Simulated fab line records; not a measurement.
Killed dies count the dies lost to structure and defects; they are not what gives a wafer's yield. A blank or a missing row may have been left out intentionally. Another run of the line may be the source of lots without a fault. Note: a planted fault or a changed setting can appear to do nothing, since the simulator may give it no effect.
Struck lot and sound lot, side by side	flow sky130	21 out of 708 route steps
Sound: wafers L954.1, L954.3, L954.5. Wafers struck: L963.1, L963.2, L963.6. Last of all comes the cause.
For every step that has rows: the tool of each side, followed by ch and its chambers, followed by its first start. Under that, the readings that differ: sound wafers	struck wafers	difference of the means	sigmas: that difference in standard deviations of wafers without a fault.
alike: a reading whose means differ by less than 2 such deviations, as well as words and numbers matching on both sides. not compared: withheld readings; readings where some wafer has no value; bounds like >300 that might hide an equal value; numbers whose values overlap and for which the record gives no deviation.
The two part at a step that has a row with sigmas, a row that says differs or no value, or rows on one side only. When numbers do not overlap yet have no deviation, they are printed without sigmas and do not part them. A reading that every wafer of one side lacks parts them only if that side has two wafers or more.

first, 1 step without rows for these wafers: SKY_RES_XHIGH_IMPLANT_07.
SKY_RES_XHIGH_STRIP_08: strips in O2/N2.
  sound on plasma-asher-02 ch 0,1, day 27 03:35; struck on plasma-asher-04 ch 0,1, day 30 06:11
reading	sound	struck	difference	sigmas
strip-time-to-endpoint-s (s)	14.25 14.27 14.27	14.19 14.21 14.12	-0.09	-2
  alike: drypump-motor-current-A, oes-product-au
  not compared: rf-hours-counter-h
SKY_RES_XHIGH_TW_MEAS_09:
  struck on film-metro-03, day 30 06:17; sound on film-metro-04, day 27 03:41
  alike: RES_XHIGH_TW
then, 7 steps without rows for these wafers: SKY_SD_N_DEHYDRATE_00 (time 60 s); SKY_SD_N_HMDS_01 (prime time 60 s); SKY_SD_N_COAT_02 (resist thk 1140 nm); SKY_SD_N_SOFTBAKE_03 (time 60 s); SKY_SD_N_EXPOSE_04 (exposes mask NSDM, target cd 380 nm); SKY_SD_N_PEB_05; SKY_SD_N_DEVELOP_06 (develop time 60 s).
SKY_SD_N_CD_MEAS_07: the cd target is 380 nm.
  struck on cd-sem-02, day 31 09:56; sound on cd-sem-01, day 28 08:11
  alike: cd-nm
SKY_SD_N_OVL_MEAS_08:
  struck on overlay-02, day 31 10:03; sound on overlay-02, day 28 08:19
reading	sound	struck	difference	sigmas
SD_N_OVL (nm)	-0.7 2.2 4.8	-1.8 -0.7 -0.6	-3.1	-2
SKY_SD_N_IMPLANT_09:
  sound on implanter-02 ch 0, day 28 08:20; struck on implanter-04 ch 0, day 31 10:05
reading	sound	struck	difference	sigmas
end-station-pressure-torr (Torr)	1.44e-05 1.44e-05 1.39e-05	4.88e-05 4.24e-05 4.44e-05	+3.10e-05	+35
then, 1 step without rows for these wafers: SKY_SD_N_IMPLANT_10.
SKY_SD_N_STRIP_11: strips in O2/N2.
  sound on plasma-asher-04 ch 0,1, day 28 08:38; struck on plasma-asher-04 ch 0,1, day 31 10:23
reading	sound	struck	difference	sigmas
strip-time-to-endpoint-s (s)	22.57 22.59 22.59	22.88 22.94 22.91	+0.33	+8
  alike: drypump-motor-current-A, oes-product-au
  not compared: rf-hours-counter-h
SKY_SD_N_TW_MEAS_12:
  struck on film-metro-02, day 31 10:29; sound on film-metro-02, day 28 08:44
  alike: SD_N_TW
then, 1 step without rows for these wafers: SKY_SD_N_CLEAN_13 (cleans in SC1/SC2, time 150 s).
SKY_SD_N_RTA_14: time 2 s.
  sound on rtp-anneal-01 ch 0, day 28 08:51; struck on rtp-anneal-01 ch 0, day 31 10:35
  alike: lamp-power-pct, wafer_temp_C_max
SKY_SD_N_RS_MEAS_16: measurement is done with a four-point probe.
  struck on film-metro-04, day 31 10:46; sound on film-metro-03, day 28 09:02
reading	sound	struck	difference	sigmas
SD_N_RS (ohm/sq)	68.49 68.40 68.45	67.69 67.85 67.75	-0.68	-6
SKY_SD_N_RS_MEAS_17: measurement is done with a four-point probe.
  struck on film-metro-04, day 31 10:53; sound on film-metro-03, day 28 09:09
  alike: SD_P_RS
-- record jumps: 17 days separate the struck wafers' starts on either side; left off in module SD_N, taken up again in module PAD_OPEN, whose first shown step is the route's number 708 --
SKY_PAD_OPEN_PROBE_99:
  struck on prober-02, day 48 08:31; sound on prober-01, day 46 05:00
reading	sound	struck	difference	sigmas
model.etest.res-ndiff-hv.rs-ohm-sq	112 113.3 111.9	111.5 111.1 111.1	-1.2	
model.etest.res-ndiff.rs-ohm-sq	118.6 117.9 118.5	116.8 117.5 117.6	-1.0	
  alike: killed_at_M0_to_M3, killed_at_M4_up, killed-at-contacts, killed-at-front-end, killed-at-other, killed-dies, killed-on-rim, killed-open, killed-short

## WHERE THEY PART
First at SKY_RES_XHIGH_STRIP_08; last, within this record, at SKY_SD_N_RS_MEAS_16. Later steps at which nothing parts them and some readings are alike: SKY_SD_N_RS_MEAS_17, SKY_PAD_OPEN_PROBE_99.

WHY: whatever the simulator had introduced
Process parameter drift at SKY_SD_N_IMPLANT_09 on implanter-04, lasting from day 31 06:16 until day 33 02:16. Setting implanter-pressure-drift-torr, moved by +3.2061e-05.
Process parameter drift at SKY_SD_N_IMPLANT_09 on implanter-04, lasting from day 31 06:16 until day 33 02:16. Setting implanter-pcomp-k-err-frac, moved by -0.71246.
